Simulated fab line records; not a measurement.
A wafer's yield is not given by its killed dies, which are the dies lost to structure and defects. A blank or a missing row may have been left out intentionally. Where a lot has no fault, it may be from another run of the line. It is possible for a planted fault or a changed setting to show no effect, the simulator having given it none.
fab line records | flow sky130
record lots=11 | wafers=33 | lastDay=50
route steps=708 shown LDD_N@247 CONTACT@410 METAL1@440
lots untouched by any fault: they come from a run of this same line in which no faults occurred
startH: hours from the record's opening day to when the first of the lot's shown wafers began | waitH: time in hours since the lot's previous step | " same as the row above | L1.1+2: one row covering several wafers at once | - no value present, or no start provided | * or withheld: withheld | < > ~ a bound
route shown NAME@n: names a module that has steps shown in the file, with the first one's number in the route | usual: mean/standard deviation taken from wafers without a fault | same: alike in all rows | chamber/n: place in a boat | sites: readings site by site | _std_site: how widely they spread, as a standard deviation | _edge_site: inner sites' mean taken away from outer sites' mean | radiusMm: how far each site lies from the wafer's centre | mask NAME#n: copy n | behind: the last tool/chamber to shape the wafer | hold: why the lot went on hold/how many hours it stayed there/how the hold came to an end | device: the n, p or np transistor that did not switch | end of line: at the end of the route, the tests of the same wafers | a step without rows: its recipe alone | killed: the dies lost at the first sort to structure and to defects; this is not the yield of the wafer | map: a wafer's dies, marking killed ones x, the rest . and places with no die _
set.NAME: the setting the step ran with; set.NAME@STEP: the setting that earlier step ran with | model.NAME: the simulator's own value behind a step, which no gauge read
one table for each step of the route and one row for each wafer, over a sample of lots
services: a tool's chamber out of use, with start hour (startH, from the record's first day; less than 0 if before it), hours out, and reason
## steps
# step SKY_LDD_N_IMPLANT_10
# recipe species=As | energyKev=20 | doseCm2=7.5e+13 | tiltDeg=withheld | rotationDeg=203
# usual doseIonsCm2=7.499e+13/8.2e+10 | faradayCurrentUA=422/8.4
lot.wafer | tool         | chamber | startH | waitH | doseIonsCm2 | faradayCurrentUA
L884.1    | implanter-02 | 0       | 399.54 | 0.1   | 7.526e+13   | 430
L884.4    | "            | 0       | "      | "     | 7.507e+13   | 433
L884.5    | "            | 0       | "      | "     | 7.508e+13   | 421
L885.3    | implanter-02 | 0       | 402.25 | 0.1   | 7.501e+13   | 426
L885.4    | "            | 0       | "      | "     | 7.501e+13   | 431
L885.6    | "            | 0       | "      | "     | 7.504e+13   | 427
L889.2    | implanter-02 | 0       | 454.72 | 0.1   | 7.496e+13   | 434
L889.3    | "            | 0       | "      | "     | 7.498e+13   | 422
L889.5    | "            | 0       | "      | "     | 7.498e+13   | 418
L896.1    | implanter-03 | 0       | 514.12 | 0.1   | 7.504e+13   | 419
L896.2    | "            | 0       | "      | "     | 7.492e+13   | 424
L896.4    | "            | 0       | "      | "     | 7.491e+13   | 443
L897.4    | implanter-02 | 0       | 520.32 | 0.1   | 3.604e+13   | 195
L897.5    | "            | 0       | "      | "     | 3.614e+13   | 206
L897.6    | "            | 0       | "      | "     | 3.612e+13   | 206
L898.1    | implanter-02 | 0       | 530.24 | 0.1   | 3.616e+13   | 194
L898.2    | "            | 0       | "      | "     | 3.619e+13   | 203
L898.3    | "            | 0       | "      | "     | 3.616e+13   | 206
L899.1    | implanter-03 | 0       | 539.47 | 0.1   | 7.522e+13   | 427
L899.3    | "            | 0       | "      | "     | 7.513e+13   | 422
L899.6    | "            | 0       | "      | "     | 7.501e+13   | 416
L900.2    | implanter-03 | 0       | 544.50 | 0.1   | 7.485e+13   | 420
L900.4    | "            | 0       | "      | "     | 7.505e+13   | 412
L900.5    | "            | 0       | "      | "     | 7.496e+13   | 423
L904.4    | implanter-03 | 0       | 581.12 | 0.1   | 7.497e+13   | 423
L904.5    | "            | 0       | "      | "     | 7.484e+13   | 425
L904.6    | "            | 0       | "      | "     | 7.5e+13     | 410
L905.1    | implanter-03 | 0       | 585.84 | 0.1   | 7.496e+13   | 414
L905.3    | "            | 0       | "      | "     | 7.495e+13   | 422
L905.5    | "            | 0       | "      | "     | 7.501e+13   | 433
L906.2    | implanter-02 | 0       | 589.52 | 0.1   | 7.515e+13   | 415
L906.3    | "            | 0       | "      | "     | 7.511e+13   | 425
L906.6    | "            | 0       | "      | "     | 7.506e+13   | 426
# step SKY_LDD_N_STRIP_16
# recipe chemistry=O2/N2 | powerW=1400 | pressureMtorr=1500 | platenTempC=withheld | o2FlowSccm=3000 | n2FlowSccm=300 | overashFraction=0.5
# usual drypumpMotorCurrentA=6.2/0.47 | oesProductAu=0.407/0.0046 | stripTimeToEndpointS=4.316/0.018
lot.wafer | tool           | chamber | startH | waitH | drypumpMotorCurrentA | oesProductAu | rfHoursCounterH | stripTimeToEndpointS
L884.1    | plasmaAsher-04 | 0       | 400.44 | 0.1   | 5.6                  | 0.411        | 29              | 4.318
L884.4    | "              | 0       | "      | "     | 5.6                  | 0.408        | -               | 4.328
L884.5    | "              | 1       | "      | "     | 6.0                  | 0.411        | -               | 4.341
L885.3    | plasmaAsher-02 | 1       | 403.13 | 0.1   | 6.4                  | 0.403        | -               | 4.302
L885.4    | "              | 0       | "      | "     | 6.6                  | 0.408        | -               | 4.317
L885.6    | "              | 1       | "      | "     | 6.4                  | 0.408        | -               | 4.299
L889.2    | plasmaAsher-01 | 1       | 455.60 | 0.1   | 6.6                  | 0.401        | 63              | 4.324
L889.3    | "              | 0       | "      | "     | 5.4                  | 0.412        | -               | 4.291
L889.5    | "              | 0       | "      | "     | 5.4                  | 0.413        | -               | 4.304
L896.1    | plasmaAsher-02 | 1       | 515.02 | 0.1   | 6.4                  | 0.418        | 83              | 4.318
L896.2    | "              | 0       | "      | "     | 6.6                  | 0.401        | 83              | 4.298
L896.4    | "              | 1       | "      | "     | 6.4                  | 0.400        | -               | 4.303
L897.4    | plasmaAsher-01 | 1       | 521.17 | 0.1   | 6.6                  | 0.411        | -               | 4.213
L897.5    | "              | 1       | "      | "     | 6.6                  | 0.408        | -               | 4.207
L897.6    | "              | 0       | "      | "     | 5.4                  | 0.406        | -               | 4.209
L898.1    | plasmaAsher-02 | 1       | 531.14 | 0.1   | 6.4                  | 0.403        | 85              | 4.187
L898.2    | "              | 0       | "      | "     | 6.6                  | 0.408        | 85              | 4.203
L898.3    | "              | 0       | "      | "     | 6.6                  | 0.401        | -               | 4.185
L899.1    | plasmaAsher-02 | 1       | 540.37 | 0.1   | 6.5                  | 0.394        | 85              | 4.295
L899.3    | "              | 1       | "      | "     | 6.5                  | 0.405        | -               | 4.294
L899.6    | "              | 0       | "      | "     | 6.7                  | 0.408        | -               | 4.300
L900.2    | plasmaAsher-01 | 1       | 545.37 | 0.1   | 6.6                  | 0.403        | 72              | 4.281
L900.4    | "              | 0       | "      | "     | 5.4                  | 0.406        | -               | 4.301
L900.5    | "              | 0       | "      | "     | 5.4                  | 0.406        | -               | 4.313
L904.4    | plasmaAsher-01 | 1       | 581.97 | 0.1   | 6.6                  | 0.407        | -               | 4.323
L904.5    | "              | 1       | "      | "     | 6.6                  | 0.412        | -               | 4.323
L904.6    | "              | 0       | "      | "     | 5.4                  | 0.408        | -               | 4.305
L905.1    | plasmaAsher-04 | 1       | 586.74 | 0.1   | 6.0                  | 0.406        | 45              | 4.341
L905.3    | "              | 1       | "      | "     | 6.0                  | 0.402        | -               | 4.344
L905.5    | "              | 1       | "      | "     | 6.0                  | 0.409        | -               | 4.367
L906.2    | plasmaAsher-02 | 1       | 590.40 | 0.1   | 6.4                  | 0.414        | 92              | 4.305
L906.3    | "              | 1       | "      | "     | 6.4                  | 0.410        | -               | 4.313
L906.6    | "              | 1       | "      | "     | 6.4                  | 0.407        | -               | 4.310
# step SKY_LDD_N_TW_MEAS_17
# usual LDD_N_TW=2580/17
lot.wafer | tool         | chamber | startH | waitH | LDD_N_TW
L884.1    | filmMetro-04 | -       | 400.54 | 0.1   | 2555
L884.4    | "            | -       | "      | "     | 2554
L884.5    | "            | -       | "      | "     | 2567
L885.3    | filmMetro-01 | -       | 403.22 | 0.1   | 2587
L885.4    | "            | -       | "      | "     | 2577
L885.6    | "            | -       | "      | "     | 2580
L889.2    | filmMetro-03 | -       | 455.71 | 0.1   | 2577
L889.3    | "            | -       | "      | "     | 2581
L889.5    | "            | -       | "      | "     | 2581
L896.1    | filmMetro-01 | -       | 515.12 | 0.1   | 2582
L896.2    | "            | -       | "      | "     | 2589
L896.4    | "            | -       | "      | "     | 2601
L897.4    | filmMetro-04 | -       | 521.27 | 0.1   | 2498
L897.5    | "            | -       | "      | "     | 2496
L897.6    | "            | -       | "      | "     | 2472
L898.1    | filmMetro-04 | -       | 531.24 | 0.1   | 2493
L898.2    | "            | -       | "      | "     | 2482
L898.3    | "            | -       | "      | "     | 2488
L899.1    | filmMetro-03 | -       | 540.47 | 0.1   | 2585
L899.3    | "            | -       | "      | "     | 2580
L899.6    | "            | -       | "      | "     | 2593
L900.2    | filmMetro-01 | -       | 545.48 | 0.1   | 2589
L900.4    | "            | -       | "      | "     | 2586
L900.5    | "            | -       | "      | "     | 2584
L904.4    | filmMetro-01 | -       | 582.07 | 0.1   | 2583
L904.5    | "            | -       | "      | "     | 2579
L904.6    | "            | -       | "      | "     | 2575
L905.1    | filmMetro-04 | -       | 586.84 | 0.1   | 2553
L905.3    | "            | -       | "      | "     | 2549
L905.5    | "            | -       | "      | "     | 2548
L906.2    | filmMetro-01 | -       | 590.51 | 0.1   | 2578
L906.3    | "            | -       | "      | "     | 2580
L906.6    | "            | -       | "      | "     | 2584
# step SKY_CONTACT_CMP_04
# recipe material=SiO2 | downForcePsi=4 | platenRpm=60 | padVelocityMS=0.94248
# usual edgeZonePressureFrac=1.001/0.005 | motorCurrentA=11.9/1.4 | timeToEndpointS=82/3.6
lot.wafer | tool   | chamber | startH | waitH | edgeZonePressureFrac | motorCurrentA | timeToEndpointS
L884.1    | cmp-02 | 1       | 704.83 | 0.1   | 1.004                | 13.3          | 80
L884.4    | "      | 2       | "      | "     | 1.004                | 11.7          | 82
L884.5    | "      | 3       | "      | "     | 0.997                | 9.6           | 79
L885.4    | cmp-01 | 3       | 706.42 | 0.1   | 0.995                | 12.5          | 85
L885.3    | "      | 0       | "      | "     | 1.001                | 11.5          | 82
L885.6    | "      | 2       | "      | "     | 1.004                | 14.4          | 80
L889.3    | cmp-02 | 1       | 755.91 | 0.1   | 1.004                | 13.3          | 82
L889.2    | "      | 2       | "      | "     | 1.003                | 11.4          | 82
L889.5    | "      | 0       | "      | "     | 0.999                | 11.9          | 78
L896.4    | cmp-01 | 3       | 808.87 | 0.0   | 0.996                | 12.5          | 79
L896.2    | "      | 0       | "      | "     | 0.996                | 11.7          | 86
L896.1    | "      | 1       | "      | "     | 1.007                | 10.7          | 78
L897.4    | cmp-02 | 2       | 809.41 | 0.2   | 0.993                | 11.8          | 81
L897.6    | "      | 3       | "      | "     | 0.998                | 9.9           | 78
L897.5    | "      | 0       | "      | "     | 0.998                | 11.5          | 80
L898.3    | cmp-02 | 1       | 819.71 | 0.0   | 1.005                | 13.9          | 82
L898.1    | "      | 3       | "      | "     | 1.008                | 10.4          | 78
L898.2    | "      | 0       | "      | "     | 0.999                | 11.4          | 81
L899.1    | cmp-02 | 1       | 827.83 | 0.1   | 1.005                | 13.5          | 88
L899.3    | "      | 2       | "      | "     | 1.002                | 11.2          | 78
L899.6    | "      | 2       | "      | "     | 1.002                | 11.1          | 81
L900.4    | cmp-02 | 3       | 834.13 | 0.1   | 0.999                | 9.9           | 82
L900.2    | "      | 1       | "      | "     | 1.003                | 13.5          | 84
L900.5    | "      | 3       | "      | "     | 0.995                | 9.7           | 88
L904.4    | cmp-01 | 2       | 864.69 | 0.2   | 1.000                | 14.6          | 81
L904.6    | "      | 3       | "      | "     | 1.000                | 12.0          | 79
L904.5    | "      | 0       | "      | "     | 1.002                | 10.7          | 84
L905.3    | cmp-01 | 1       | 866.30 | 0.1   | 1.004                | 10.8          | 83
L905.1    | "      | 3       | "      | "     | 1.002                | 12.5          | 82
L905.5    | "      | 1       | "      | "     | 1.010                | 11.4          | 88
L906.2    | cmp-01 | 0       | 872.45 | 0.0   | 1.001                | 11.4          | 89
L906.3    | "      | 2       | "      | "     | 0.999                | 14.6          | 80
L906.6    | "      | 1       | "      | "     | 1.004                | 10.4          | 81
# step SKY_CONTACT_THK_MEAS_26
# recipe thkMeasGauge=xrf | reads=W_of_CONTACT_CVD_24
# usual CONTACT_W_THK=346/4.3
lot.wafer | tool         | chamber | startH | waitH | CONTACT_W_THK[nm]
L884.1    | filmMetro-01 | -       | 733.04 | 0.1   | 345
L884.4    | "            | -       | "      | "     | 342
L884.5    | "            | -       | "      | "     | 346
L885.3    | filmMetro-01 | -       | 734.96 | 0.1   | 347
L885.4    | "            | -       | "      | "     | 336
L885.6    | "            | -       | "      | "     | 345
L889.2    | filmMetro-01 | -       | 783.95 | 0.1   | 344
L889.3    | "            | -       | "      | "     | 354
L889.5    | "            | -       | "      | "     | 344
L896.1    | filmMetro-01 | -       | 836.98 | 0.1   | 338
L896.2    | "            | -       | "      | "     | 350
L896.4    | "            | -       | "      | "     | 345
L897.4    | filmMetro-04 | -       | 837.26 | 0.1   | 346
L897.5    | "            | -       | "      | "     | 347
L897.6    | "            | -       | "      | "     | 341
L898.1    | filmMetro-01 | -       | 847.47 | 0.1   | 347
L898.2    | "            | -       | "      | "     | 345
L898.3    | "            | -       | "      | "     | 353
L899.1    | filmMetro-03 | -       | 855.87 | 0.1   | 342
L899.3    | "            | -       | "      | "     | 351
L899.6    | "            | -       | "      | "     | 345
L900.2    | filmMetro-01 | -       | 861.76 | 0.1   | 348
L900.4    | "            | -       | "      | "     | 352
L900.5    | "            | -       | "      | "     | 354
L904.4    | filmMetro-03 | -       | 892.60 | 0.1   | 346
L904.5    | "            | -       | "      | "     | 347
L904.6    | "            | -       | "      | "     | 342
L905.1    | filmMetro-01 | -       | 893.85 | 0.1   | 354
L905.3    | "            | -       | "      | "     | 344
L905.5    | "            | -       | "      | "     | 341
L906.2    | filmMetro-04 | -       | 899.35 | 0.1   | 343
L906.3    | "            | -       | "      | "     | 341
L906.6    | "            | -       | "      | "     | 343
# step SKY_METAL1_THK_MEAS_06
# recipe thkMeasGauge=xrf | reads=AlCu_of_METAL1_SPUTTER_02
# usual METAL1_ALCU_THK=253.2/2.5
lot.wafer | tool         | chamber | startH | waitH | METAL1_ALCU_THK[nm]
L884.1    | filmMetro-04 | -       | 733.66 | 0.1   | 254.7
L884.4    | "            | -       | "      | "     | 251.8
L884.5    | "            | -       | "      | "     | 251.6
L885.3    | filmMetro-03 | -       | 735.58 | 0.1   | 253.4
L885.4    | "            | -       | "      | "     | 248.3
L885.6    | "            | -       | "      | "     | 251.5
L889.2    | filmMetro-04 | -       | 784.57 | 0.1   | 253.4
L889.3    | "            | -       | "      | "     | 254.0
L889.5    | "            | -       | "      | "     | 252.3
L896.1    | filmMetro-04 | -       | 837.60 | 0.1   | 257.0
L896.2    | "            | -       | "      | "     | 255.4
L896.4    | "            | -       | "      | "     | 255.3
L897.4    | filmMetro-02 | -       | 837.88 | 0.1   | 253.3
L897.5    | "            | -       | "      | "     | 253.7
L897.6    | "            | -       | "      | "     | 254.6
L898.1    | filmMetro-02 | -       | 848.09 | 0.1   | 258.8
L898.2    | "            | -       | "      | "     | 253.4
L898.3    | "            | -       | "      | "     | 257.9
L899.1    | filmMetro-03 | -       | 856.49 | 0.1   | 247.6
L899.3    | "            | -       | "      | "     | 249.4
L899.6    | "            | -       | "      | "     | 251.0
L900.2    | filmMetro-02 | -       | 862.38 | 0.1   | 257.0
L900.4    | "            | -       | "      | "     | 250.8
L900.5    | "            | -       | "      | "     | 253.4
L904.4    | filmMetro-02 | -       | 893.22 | 0.1   | 257.9
L904.5    | "            | -       | "      | "     | 255.3
L904.6    | "            | -       | "      | "     | 256.9
L905.1    | filmMetro-02 | -       | 894.47 | 0.1   | 252.0
L905.3    | "            | -       | "      | "     | 253.4
L905.5    | "            | -       | "      | "     | 252.0
L906.2    | filmMetro-04 | -       | 899.97 | 0.1   | 251.8
L906.3    | "            | -       | "      | "     | 253.1
L906.6    | "            | -       | "      | "     | 252.8
## services
tool           | chamber | startH | hours | kind
cmp-02         | -       | 378.13 | 0.4   | repair
implanter-03   | -       | 380.22 | 1.2   | repair
cmp-02         | -       | 404.00 | 4.0   | pm
cmp-02         | -       | 416.80 | 0.3   | repair
implanter-02   | -       | 417.30 | 6.3   | repair
cmp-01         | -       | 425.43 | 0.6   | repair
cmp-01         | -       | 428.93 | 3.3   | repair
plasmaAsher-02 | -       | 458.54 | 0.5   | repair
cmp-02         | -       | 460.68 | 1.0   | repair
cmp-02         | -       | 461.59 | 3.3   | repair
cmp-02         | -       | 476.29 | 1.7   | repair
cmp-02         | -       | 502.39 | 13.7  | pm
implanter-02   | -       | 512.49 | 2.8   | repair
cmp-02         | -       | 577.68 | 2.0   | repair
cmp-02         | -       | 597.58 | 1.5   | repair
cmp-02         | -       | 609.33 | 5.5   | pm
cmp-02         | -       | 657.34 | 1.9   | repair
implanter-02   | -       | 688.21 | 2.6   | pm
cmp-02         | -       | 689.99 | 4.7   | pm
cmp-02         | -       | 719.21 | 0.6   | repair
cmp-02         | -       | 744.00 | 4.0   | pm
cmp-02         | -       | 769.86 | 2.8   | repair
implanter-02   | -       | 785.10 | 2.1   | pm
cmp-02         | -       | 862.43 | 21.5  | repair
## key
firstSign step=SKY_LDD_N_IMPLANT_10 | reading=doseIonsCm2 | direction=down | sigmas=99+ | usual=* | struck=*
effect step=SKY_LDD_N_IMPLANT_10 | reading=faradayCurrentUA | direction=down | sigmas=26 | usual=422 | struck=202
effect step=SKY_LDD_N_STRIP_16 | reading=stripTimeToEndpointS | direction=down | sigmas=6.6 | usual=* | struck=*
effect step=SKY_LDD_N_TW_MEAS_17 | reading=LDD_N_TW | direction=down | sigmas=5.4 | usual=2580 | struck=2488
metAt SKY_LDD_N_IMPLANT_10
struckLots L897,L898
testerLeftOut L897,L898
notActingAt SKY_CONTACT_CMP_04,SKY_CONTACT_THK_MEAS_26,SKY_METAL1_THK_MEAS_06
onsetBetween 454.72 520.32
earlierFault kind=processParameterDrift | tool=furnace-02 | chamber=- | onsetH=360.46 | steps=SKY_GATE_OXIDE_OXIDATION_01 | channel=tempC | offset=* | shape=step | endH=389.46 | actsIn=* | stated=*
fault kind=processParameterDrift | tool=implanter-02 | chamber=- | onsetH=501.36 | steps=SKY_LDD_N_IMPLANT_10 | channel=doseCm2 | offset=* | shape=step | endH=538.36 | actsIn=* | stated=*
# testerLeftOut: of these lots the tester's yield and bins aren't shown, on N5 and GAA mostly nor the transistor test; their killed dies are dies lost to structure and defects alone, not to doping, threshold or leakage, so they don't give the yield
